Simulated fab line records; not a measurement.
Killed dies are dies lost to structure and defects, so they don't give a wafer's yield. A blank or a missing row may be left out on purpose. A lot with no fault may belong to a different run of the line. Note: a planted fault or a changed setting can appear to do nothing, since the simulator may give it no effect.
Which tool was responsible? -- flow sky130 -- 7 lots, 21 wafers sampled, at 2 steps of a route of 708

## WHAT THE GAUGES SHOWED, per wafer
SKY_LDD_LDN_OVL_MEAS_07.
lot,measured,on,LDD_LDN_OVL (nm)
L881,day 23 23:43,overlay-01,0.3 2.0 0.0
L885,day 25 10:26,overlay-01,-0.5 -0.8 -0.4
L884,day 25 11:01,overlay-01,-0.1 0.3 1.2
L890,day 27 07:49,overlay-01,- - -
L894,day 28 13:52,overlay-02,-0.4 -1.7 -1.4
L899,day 30 02:09,overlay-02,1.4 0.7 1.1
L901,day 30 17:31,overlay-02,-0.2 -0.4 -0.5

## WHICH TOOL RAN EACH LOT (tool, then ch and the chambers of the sampled wafers, then the start)
lot,SKY_LDD_LDN_COAT_02
L881,"litho-track-02 ch 0, day 23 08:17"
L885,"litho-track-02 ch 0, day 24 19:44"
L884,"litho-track-01 ch 0, day 24 21:13"
L890,"litho-track-01, day 26 16:43"
L894,"litho-track-02 ch 0, day 27 22:53"
L899,"litho-track-04 ch 0, day 29 11:49"
L901,"litho-track-02 ch 0, day 30 04:11"
- SKY_LDD_LDN_COAT_02: resist thk 1140 nm.

## THE ANSWER, worked out from the rows above alone
Rule: the lots themselves supply what counts as usual. The widest of any qualifying gaps counts: lots, ordered by their means at a reading, are off when they make up no more than a third of the lots, leave a main group of 4 or more, and stand apart from it by 3 or more times the standard deviation of that group's means. A main group whose means are all the same, to the digits that the tables above print for the reading, isn't used. A lot without any number at a reading at which 4 lots or more have one is off too. The other lots that the step has rows for count as sound.
Off: at SKY_LDD_LDN_OVL_MEAS_07 (LDD_LDN_OVL), L890. Without a number there: L890. The main group: mean 0.0 nm, standard deviation 0.79.
If a tool, at a process step before that reading, ran all the lots that are off and no sound lot after the first of them, it fits. The gauges at SKY_LDD_LDN_OVL_MEAS_07 are tried like those tools. Undecided on this evidence; 2 tools fit (litho-track-01 at SKY_LDD_LDN_COAT_02, overlay-01 at SKY_LDD_LDN_OVL_MEAS_07).

## WHAT THE SIMULATOR HAD INSERTED
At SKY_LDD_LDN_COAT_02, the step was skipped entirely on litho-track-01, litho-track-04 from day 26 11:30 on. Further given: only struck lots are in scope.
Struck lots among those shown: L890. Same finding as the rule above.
